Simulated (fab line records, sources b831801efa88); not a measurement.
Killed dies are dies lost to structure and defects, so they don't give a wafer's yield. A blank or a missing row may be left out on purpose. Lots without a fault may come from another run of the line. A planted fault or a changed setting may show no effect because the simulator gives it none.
A struck lot beside a sound one | flow gf180mcu | 16 steps out of a route of 602
Sound: wafers L609.1, L609.4, L609.6. Struck: wafers L620.1, L620.4, L620.6. The cause comes at the end.
At each step with rows: each side's tool, then ch and its chambers, then its first start. Under that, the readings that differ: sound wafers | struck wafers | difference of the means | sigmas: that difference in standard deviations of wafers without a fault.
alike: readings whose means differ by less than 2 such deviations, and words and numbers that are the same on both sides. not compared: withheld readings, readings that some wafer has no value for, bounds like >300 that may hide the same value, and numbers for which the record gives no deviation and whose values overlap.
The two part at a step that has a row with sigmas, a row that says differs or no value, or rows on one side only. Numbers that don't overlap but have no deviation are shown without sigmas and don't part them. A reading that every wafer of one side lacks parts them only if that side has two wafers or more.

first, 5 steps without rows for these wafers: GF_SAB_COAT_04 (resist thk 1000 nm); GF_SAB_SOFTBAKE_05 (time 60 s); GF_SAB_EXPOSE_06 (exposes mask SAB, target cd 420 nm); GF_SAB_PEB_07; GF_SAB_DEVELOP_08 (develop time 60 s).
GF_SAB_CD_MEAS_09: target cd 420 nm.
  sound on cd_sem-02, day 16 03:08; struck on cd_sem-01, day 20 02:02
  reading    | sound             | struck            | difference | sigmas
  cd_nm (nm) | 425.4 424.2 423.4 | 418.8 419.5 417.1 | -5.9       | -2
GF_SAB_OVL_MEAS_10:
  sound on overlay-01, day 16 03:16; struck on overlay-01, day 20 02:09
  alike: SAB_OVL
GF_SAB_ETCH_11: etches SiO2 in C4F8/O2/Ar, target depth 55 nm, time 8.5 s.
  sound on rie_diel-04 ch 1,2,3, day 16 03:17; struck on rie_diel-04 ch 0,1,2, day 20 02:11
  alike: oes_product_au
then, 1 step without rows for these wafers: GF_SAB_WET_ETCH_12 (etches SiO2 in dHF, target depth 22 nm, time 440 s).
GF_SAB_STRIP_13: strips in O2/N2.
  sound on plasma_asher-01 ch 0,1, day 16 03:28; struck on plasma_asher-03 ch 0, day 20 02:20
  reading                     | sound       | struck      | difference | sigmas
  drypump_motor_current_A (A) | 5.0 5.5 5.0 | 6.3 6.3 6.2 | +1.1       | +2
  heater_power_w (W)          | 344 291 351 | 252 249 253 | -77        | -2
  alike: oes_product_au, strip_time_to_endpoint_s
  not compared: rf_hours_counter_h
then, 2 steps without rows for these wafers: GF_SALICIDE_CLEAN_00 (cleans in SC1/SC2, time 150 s); GF_SALICIDE_WET_ETCH_01 (etches SiO2 in dHF, target depth 5 nm, time 100 s).
GF_SALICIDE_SPUTTER_02: material Co, target thk 10 nm, time 20 s.
  sound on pvd_sputter-03, day 16 03:40; struck on pvd_sputter-02, day 20 02:32
  no value came back on the struck wafers for cathode_dc_power_W (W), chamber_pressure_pa (Pa), throttle_valve_pct (%), time_s (s); on the sound wafers cathode_dc_power_W (W) reads 999.71 1000.1 1000.00
GF_SALICIDE_SPUTTER_03: material TiN, target thk 20 nm, time 16.7 s.
  sound on pvd_sputter-03, day 16 03:42; struck on pvd_sputter-02, day 20 02:33
  alike: cathode_dc_power_W, chamber_pressure_pa, throttle_valve_pct
GF_SALICIDE_RS_MEAS_04: measures by four-point-probe.
  sound on film_metro-04, day 16 03:43; struck on film_metro-01, day 20 02:52
  reading                  | sound             | struck            | difference | sigmas
  SALICIDE_TIN_RS (ohm/sq) | 16.71 16.87 16.85 | 58.64 57.99 59.17 | +41.79     | +99 or more
  not compared: hold
GF_PASSIVATION_PROBE_99:
  the record has rows for the sound wafers here (prober-01, day 29 22:14) and none for the struck ones

WHERE THEY PART
First at GF_SAB_CD_MEAS_09; last, within this record, at GF_PASSIVATION_PROBE_99.

WHY: what the simulator had put in
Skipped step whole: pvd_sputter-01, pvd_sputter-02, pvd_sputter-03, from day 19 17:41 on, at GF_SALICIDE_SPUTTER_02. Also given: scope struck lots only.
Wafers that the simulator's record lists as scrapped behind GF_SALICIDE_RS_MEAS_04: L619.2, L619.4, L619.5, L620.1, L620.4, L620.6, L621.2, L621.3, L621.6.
